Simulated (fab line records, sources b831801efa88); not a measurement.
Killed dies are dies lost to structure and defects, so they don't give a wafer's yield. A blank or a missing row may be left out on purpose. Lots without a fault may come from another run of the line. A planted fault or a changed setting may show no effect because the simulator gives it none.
fab line records | flow gf180mcu
record lots=5 wafers=15 last_day=33
route steps=602 shown NWELL@46 LVPWELL@54 MVSD@66
lots that met no fault: from a run of the same line without faults
start_h: hours from the record's first day to the start of the lot's first wafer shown | wait_h: hours since the lot's step before | " the same as in the row above | L1.1+2: a row that stands for several wafers | - no value, or no start given | * or withheld: withheld | < > ~ a bound
route shown NAME@n: a module of which the file shows steps, and the number in the route of the first | usual: mean/standard deviation of fault-free wafers | same: alike in all rows | chamber/n: place in a boat | sites: the reading at each site | _std_site: their standard deviation | _edge_site: outer sites' mean less inner sites' | radius_mm: how far each site lies from the wafer's centre | mask NAME#n: copy n | behind: the tool/chamber that last shaped the wafer | hold: why the lot was held/for how many hours/how that ended | device: the transistor (n, p or np) that didn't switch | end of line: the same wafers' tests at the end of the route | a step without rows: its recipe alone | killed: dies lost to structure and defects at the first sort, not the wafer's yield | map: a wafer's dies, x killed, . not, _ none there
set.NAME: the setting as run; set.NAME@STEP: as run at that earlier step | model.NAME: the simulator's own value behind a step, which no gauge read
lots at some steps of the route; a table a step, a row a wafer
services: from which hour (start_h, from the record's first day; less than 0 if before it) a tool's chamber was out of use, for how many hours, and why
## steps
# step GF_NWELL_EXPOSE_04
# recipe mask_id=Nwell target_cd_nm=860 na=0.6 source_shape=conventional sigma_outer=0.6 dose_mj=260
# step GF_NWELL_PEB_05
# recipe temp_c=115 time_s=withheld
# step GF_NWELL_DEVELOP_06
# recipe wall_angle_deg=90 develop_time_s=60 dev_temp_c=23
# step GF_NWELL_OVL_MEAS_07
# usual NWELL_OVL=-0.7/1.3
# columns lot.wafer tool chamber start_h wait_h NWELL_OVL[nm]
L663.1 overlay-01 - 61.12 - 1.1
L663.5 " - " " -1.0
L663.6 " - " " 0.3
L666.4 overlay-01 - 76.63 - 1.0
L666.5 " - " " 0.1
L666.6 " - " " -2.0
L669.1 overlay-02 - 93.92 - -2.0
L669.3 " - " " -0.9
L669.4 " - " " -0.9
L677.1 overlay-01 - 137.81 - 0.3
L677.4 " - " " -0.6
L677.6 " - " " -0.6
L679.1 overlay-02 - 148.52 - 0.1
L679.3 " - " " -0.3
L679.4 " - " " -0.4
# step GF_NWELL_IMPLANT_08
# recipe species=P energy_kev=450 dose_cm2=1.5e+13 tilt_deg=0
# step GF_NWELL_IMPLANT_09
# recipe species=P energy_kev=160 dose_cm2=4e+12 tilt_deg=0
# step GF_NWELL_STRIP_10
# recipe chemistry=O2/N2 power_w=1400 pressure_mtorr=1500 platen_temp_c=250 o2_flow_sccm=3000 n2_flow_sccm=300 overash_fraction=0.5
# usual drypump_motor_current_A=5.8/0.46 heater_power_w=319/32 oes_product_au=0.723/0.005 strip_time_to_endpoint_s=36.97/0.092
# same overash_fraction=0.5
# columns lot.wafer tool chamber start_h wait_h drypump_motor_current_A heater_power_w oes_product_au rf_hours_counter_h strip_time_to_endpoint_s
L663.1 plasma_asher-02 0 61.45 0.1 5.7 309 0.722 44 37.13
L663.5 " 0 " " 5.7 309 0.722 - 37.08
L663.6 " 1 " " 5.6 318 0.722 - 37.27
L666.4 plasma_asher-02 1 76.99 0.1 5.6 316 0.718 - 36.84
L666.5 " 0 " " 5.7 314 0.721 - 36.94
L666.6 " 1 " " 5.6 324 0.730 - 36.91
L669.1 plasma_asher-01 1 94.25 0.1 6.5 279 0.722 29 36.93
L669.3 " 1 " " 6.4 278 0.733 - 36.99
L669.4 " 0 " " 5.4 280 0.722 - 36.85
L677.1 plasma_asher-04 1 138.15 0.1 6.3 337 0.725 47 36.86
L677.4 " 1 " " 6.3 337 0.723 - 36.88
L677.6 " 1 " " 6.3 345 0.727 - 36.89
L679.1 plasma_asher-02 1 148.85 0.1 5.5 307 0.716 3 36.88
L679.3 " 0 " " 5.7 315 0.724 - 36.90
L679.4 " 1 " " 5.6 323 0.718 - 36.82
# step GF_NWELL_TW_MEAS_11
# usual NWELL_TW=1571/11
# columns lot.wafer tool chamber start_h wait_h NWELL_TW
L663.1 film_metro-04 - 61.55 0.1 1585
L663.5 " - " " 1577
L663.6 " - " " 1584
L666.4 film_metro-01 - 77.08 0.1 1563
L666.5 " - " " 1563
L666.6 " - " " 1558
L669.1 film_metro-01 - 94.35 0.1 1556
L669.3 " - " " 1561
L669.4 " - " " 1559
L677.1 film_metro-02 - 138.25 0.1 1557
L677.4 " - " " 1558
L677.6 " - " " 1558
L679.1 film_metro-02 - 148.95 0.1 1566
L679.3 " - " " 1572
L679.4 " - " " 1574
# step GF_LVPWELL_DEHYDRATE_00
# recipe temp_c=200 time_s=60
# step GF_LVPWELL_HMDS_01
# recipe prime_time_s=60 prime_temp_c=120
# step GF_LVPWELL_COAT_02
# recipe spin_rpm=2000 resist_thk_nm=3000
# step GF_LVPWELL_SOFTBAKE_03
# recipe temp_c=110 time_s=withheld
# step GF_LVPWELL_EXPOSE_04
# recipe mask_id=LVPWELL target_cd_nm=600 na=0.6 source_shape=conventional sigma_outer=0.6 dose_mj=260
# usual stage_vel_mm_s=499.95/0.27
# columns lot.wafer tool chamber start_h wait_h mask stage_vel_mm_s
L663.1 iline_stepper-01 0 67.62 - LVPWELL#0 500.46
L663.5 " 0 " " LVPWELL#0 500.31
L663.6 " 0 " " LVPWELL#0 500.31
L666.4 iline_stepper-01 0 83.58 - LVPWELL#0 500.08
L666.5 " 0 " " LVPWELL#0 499.99
L666.6 " 0 " " LVPWELL#0 500.32
L669.1 iline_stepper-01 0 100.96 - DNWELL#0 499.52
L669.3 " 0 " " DNWELL#0 499.45
L669.4 " 0 " " DNWELL#0 499.52
L677.1 iline_stepper-02 0 146.12 - LVPWELL#0 499.59
L677.4 " 0 " " LVPWELL#0 499.74
L677.6 " 0 " " LVPWELL#0 500.11
L679.1 iline_stepper-02 0 157.04 - LVPWELL#0 499.71
L679.3 " 0 " " LVPWELL#0 499.83
L679.4 " 0 " " LVPWELL#0 499.79
# step GF_LVPWELL_PEB_05
# recipe temp_c=115 time_s=withheld
# step GF_LVPWELL_DEVELOP_06
# recipe wall_angle_deg=90 develop_time_s=60 dev_temp_c=23
# step GF_LVPWELL_OVL_MEAS_07
# usual LVPWELL_OVL=0.3/1.4
# columns lot.wafer tool chamber start_h wait_h LVPWELL_OVL[nm]
L663.1 overlay-02 - 73.97 - 0.3
L663.5 " - " " 0.5
L663.6 " - " " 1.1
L666.4 overlay-01 - 90.48 - -1.4
L666.5 " - " " 0.9
L666.6 " - " " 0.4
L669.1 overlay-02 - 108.12 - -
L669.3 " - " " -
L669.4 " - " " -
L677.1 overlay-01 - 153.20 - -2.0
L677.4 " - " " -0.3
L677.6 " - " " -1.3
L679.1 overlay-01 - 164.72 - 1.9
L679.3 " - " " 1.0
L679.4 " - " " 1.4
# step GF_LVPWELL_IMPLANT_08
# recipe species=B energy_kev=170 dose_cm2=1.5e+13 tilt_deg=0
# step GF_LVPWELL_IMPLANT_09
# recipe species=B energy_kev=60 dose_cm2=5e+12 tilt_deg=0
# step GF_LVPWELL_STRIP_10
# recipe chemistry=O2/N2 power_w=1400 pressure_mtorr=1500 platen_temp_c=250 o2_flow_sccm=3000 n2_flow_sccm=300 overash_fraction=0.5
# usual drypump_motor_current_A=5.8/0.59 heater_power_w=338/19 oes_product_au=0.722/0.0044 strip_time_to_endpoint_s=36.98/0.1
# same overash_fraction=0.5
# columns lot.wafer tool chamber start_h wait_h drypump_motor_current_A heater_power_w oes_product_au rf_hours_counter_h strip_time_to_endpoint_s
L663.1 plasma_asher-03 1 74.31 0.1 5.2 314 0.724 42 36.93
L663.5 " 0 " " 6.6 347 0.728 - 36.91
L663.6 " 1 " " 5.2 315 0.723 - 37.04
L666.4 plasma_asher-03 0 90.84 0.1 6.7 361 0.727 - 36.93
L666.5 " 1 " " 5.2 315 0.726 - 37.02
L666.6 " 0 " " 6.7 351 0.721 - 36.93
L669.1 plasma_asher-02 1 108.46 0.1 5.6 316 0.720 48 37.06
L669.3 " 0 " " 5.7 301 0.717 - 37.06
L669.4 " 1 " " 5.6 311 0.719 - 36.89
L677.1 plasma_asher-03 0 153.54 0.1 6.7 357 0.724 50 37.13
L677.4 " 0 " " 6.6 354 0.730 - 37.00
L677.6 " 0 " " 6.7 352 0.735 - 37.02
L679.1 plasma_asher-02 1 165.05 0.1 5.6 306 0.719 5 37.08
L679.3 " 1 " " 5.6 313 0.726 - 37.06
L679.4 " 0 " " 5.7 315 0.719 - 37.09
# step GF_LVPWELL_TW_MEAS_11
# usual LVPWELL_TW=558/3.2
# columns lot.wafer tool chamber start_h wait_h LVPWELL_TW
L663.1 film_metro-01 - 74.41 0.1 554
L663.5 " - " " 554
L663.6 " - " " 553
L666.4 film_metro-02 - 90.93 0.1 558
L666.5 " - " " 559
L666.6 " - " " 555
L669.1 film_metro-02 - 108.56 0.1 30
L669.3 " - " " 30
L669.4 " - " " 30
L677.1 film_metro-02 - 153.64 0.1 560
L677.4 " - " " 559
L677.6 " - " " 559
L679.1 film_metro-02 - 165.15 0.1 562
L679.3 " - " " 558
L679.4 " - " " 558
# step GF_MVSD_DEHYDRATE_00
# recipe temp_c=200 time_s=60
## services
# columns tool chamber start_h hours kind
iline_stepper-02 - 55.80 16.3 repair
iline_stepper-02 - 72.12 1.7 pm
iline_stepper-02 - 73.78 8.9 pm
plasma_asher-02 - 75.22 1.4 repair
plasma_asher-02 - 108.75 9.0 pm
plasma_asher-02 0 108.75 9.0 vent_cycle
plasma_asher-02 1 108.75 9.0 vent_cycle
plasma_asher-02 0 117.75 - clean
plasma_asher-02 1 117.75 - clean
iline_stepper-01 0 126.86 - calibration
iline_stepper-01 - 139.10 7.8 repair
plasma_asher-04 - 141.66 2.6 repair
plasma_asher-01 - 152.16 2.8 pm
plasma_asher-03 - 156.97 2.8 repair
iline_stepper-02 0 164.08 - calibration
## key
first_sign step=GF_LVPWELL_EXPOSE_04 reading=mask direction=changed
effect step=GF_LVPWELL_OVL_MEAS_07 reading=LVPWELL_OVL direction=missing
effect step=GF_LVPWELL_TW_MEAS_11 reading=LVPWELL_TW direction=down sigmas=99+ usual=558 struck=30
met_at GF_LVPWELL_EXPOSE_04
struck_wafers L669.1,L669.3,L669.4
sort_left_out L669.1,L669.3,L669.4
tester_left_out L669
onset_between 83.58 100.96
fault kind=wrong_mask tool=any chamber=- onset_h=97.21 steps=GF_LVPWELL_EXPOSE_04 aux_copy=DNWELL#0 scope=struck_lots_only
# tester_left_out: of these lots the tester's yield and bins aren't shown, on N5 and GAA mostly nor the transistor test; their killed dies are dies lost to structure and defects alone, not to doping, threshold or leakage, so they don't give the yield
# sort_left_out: the simulated sort isn't trusted on such a fault, so these wafers' sort isn't shown, and their yield isn't known
